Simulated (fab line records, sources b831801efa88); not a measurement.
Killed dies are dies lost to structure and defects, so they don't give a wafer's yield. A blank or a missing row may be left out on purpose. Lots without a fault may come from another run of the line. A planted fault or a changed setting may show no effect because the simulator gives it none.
A struck lot beside a sound one | flow sky130 | 25 steps out of a route of 708
Sound: wafers L722.1, L722.2, L722.6. Struck: wafers L731.2, L731.4, L731.5. The cause comes at the end.
At each step with rows: each side's tool, then ch and its chambers, then its first start. Under that, the readings that differ: sound wafers | struck wafers | difference of the means | sigmas: that difference in standard deviations of wafers without a fault.
alike: readings whose means differ by less than 2 such deviations, and words and numbers that are the same on both sides. not compared: withheld readings, readings that some wafer has no value for, bounds like >300 that may hide the same value, and numbers for which the record gives no deviation and whose values overlap.
The two part at a step that has a row with sigmas, a row that says differs or no value, or rows on one side only. Numbers that don't overlap but have no deviation are shown without sigmas and don't part them. A reading that every wafer of one side lacks parts them only if that side has two wafers or more.

first, 4 steps without rows for these wafers: SKY_RES_PROTECT_EXPOSE_04 (exposes mask RPM, target cd 1270 nm); SKY_RES_PROTECT_PEB_05; SKY_RES_PROTECT_DEVELOP_06 (develop time 60 s); SKY_POLY_GATE_IMPLANT_02.
SKY_RES_PROTECT_STRIP_07: strips in O2/N2.
  sound on plasma_asher-02 ch 0,1, day 17 03:13; struck on plasma_asher-04 ch 1, day 19 21:34
  reading                     | sound       | struck      | difference | sigmas
  drypump_motor_current_A (A) | 5.5 6.3 6.3 | 4.7 4.7 4.7 | -1.3       | -3
  alike: oes_product_au, strip_time_to_endpoint_s
  not compared: rf_hours_counter_h
SKY_RES_PROTECT_TW_MEAS_08:
  sound on film_metro-04, day 17 03:19; struck on film_metro-01, day 19 21:41
  alike: POLY_GATE_TW
then, 2 steps without rows for these wafers: SKY_RES_PROTECT_CLEAN_09 (cleans in SC1/SC2, time 150 s); SKY_POLY_GATE_CVD_03 (deposits Si3N4 from DCS/NH3, target thk 75 nm, time 1290 s).
SKY_POLY_GATE_THK_MEAS_04:
  sound on film_metro-04, day 17 05:11; struck on film_metro-04, day 20 00:26
  alike: POLY_GATE_CVD_03_THK
then, 3 steps without rows for these wafers: SKY_POLY_GATE_DEHYDRATE_05 (time 60 s); SKY_POLY_GATE_HMDS_06 (prime time 60 s); SKY_POLY_GATE_COAT_07 (resist thk 110 nm).
SKY_POLY_GATE_COAT_08: resist thk 450 nm.
  sound on litho_track-03 ch 0, day 17 19:00; struck on litho_track-01 ch 0, day 20 16:00
  reading                                          | sound                | struck               | difference | sigmas
  spin_speed_rpm (rpm)                             | 2998.2 3002.8 2998.9 | 3906.0 3908.6 3907.7 | +907.5     | +99 or more
  model.KrF-thick_of_POLY_GATE_COAT_08.thk_nm (nm) | 449.5 450.8 450.1    | 393.9 393.4 393.3    | -56.6      |
  alike: exhaust_pa
then, 4 steps without rows for these wafers: SKY_POLY_GATE_SOFTBAKE_09 (time 90 s); SKY_POLY_GATE_EXPOSE_10 (exposes mask P1M, target cd 150 nm); SKY_POLY_GATE_PEB_11; SKY_POLY_GATE_DEVELOP_12 (develop time 60 s).
SKY_POLY_GATE_CD_MEAS_13: target cd 150 nm.
  sound on cd_sem-02, day 18 11:16; struck on cd_sem-02, day 21 07:14
  alike: cd_nm
SKY_POLY_GATE_OVL_MEAS_14:
  sound on overlay-01, day 18 11:23; struck on overlay-01, day 21 07:21
  alike: POLY_GATE_OVL
SKY_POLY_GATE_ETCH_15: etches BARC in N2/H2, stops on SiO2, time 118.5 s, target depth 110 nm.
  sound on rie_diel-04 ch 0,2,3, day 18 11:26; struck on rie_diel-03 ch 0,3, day 21 07:23
  alike: bias_w, drypump_motor_current_A, oes_product_au, throttle_valve_pct
  not compared: rf_hours_counter_h
SKY_POLY_GATE_ETCH_16: etches Si3N4 in CH3F/O2, stops on poly-Si, time 147.5 s, target depth 75 nm.
  sound on rie_diel-04 ch 0,2,3, day 18 11:31; struck on rie_diel-03 ch 0,3, day 21 07:28
  alike: bias_w, drypump_motor_current_A, oes_product_au, throttle_valve_pct
  not compared: rf_hours_counter_h
SKY_POLY_GATE_ETCH_17: etches poly-Si in HBr/Cl2, stops on SiO2, target depth 180 nm, time 70.5 s.
  sound on rie_si-02 ch 0,2,3, day 18 11:37; struck on rie_si-02 ch 0,1,3, day 21 07:34
  reading                                          | sound           | struck            | difference | sigmas
  model.KrF-thick_of_POLY_GATE_COAT_08.thk_nm (nm) | 138 138.5 138.9 | 86.53 79.66 80.72 | -56.16     |
  alike: HBr_flow_sccm, bias_w, drypump_motor_current_A, mfc_cl2_sccm, oes_product_au, throttle_valve_pct
  not compared: rf_hours_counter_h
SKY_POLY_GATE_STRIP_18: strips in O2/N2.
  sound on plasma_asher-01 ch 0,1, day 18 11:40; struck on plasma_asher-01 ch 0,1, day 21 07:37
  reading                      | sound             | struck            | difference | sigmas
  oes_product_au (a.u.)        | 0.358 0.363 0.362 | 0.332 0.331 0.333 | -0.029     | -6
  strip_time_to_endpoint_s (s) | 3.160 3.141 3.153 | 2.569 2.511 2.512 | -0.621     | -21
  alike: drypump_motor_current_A
  not compared: rf_hours_counter_h
then, 1 step without rows for these wafers: SKY_POLY_GATE_CLEAN_19 (cleans in SC1/SC2, time 150 s).
-- the record jumps here: 28 days lie between the struck wafers' starts before and after (it left off in module POLY_GATE and takes up again in module PAD_OPEN, whose first step shown is number 708 of the route) --
SKY_PAD_OPEN_PROBE_99:
  sound on prober-01, day 47 07:08; struck on prober-02, day 49 03:59
  alike: killed_at_M0_to_M3, killed_at_M4_up, killed_at_contacts, killed_at_front_end, killed_at_other, killed_dies, killed_open, killed_short

WHERE THEY PART
First at SKY_RES_PROTECT_STRIP_07; last, within this record, at SKY_POLY_GATE_STRIP_18. Later steps at which nothing parts them and some readings are alike: SKY_PAD_OPEN_PROBE_99.

WHY: what the simulator had put in
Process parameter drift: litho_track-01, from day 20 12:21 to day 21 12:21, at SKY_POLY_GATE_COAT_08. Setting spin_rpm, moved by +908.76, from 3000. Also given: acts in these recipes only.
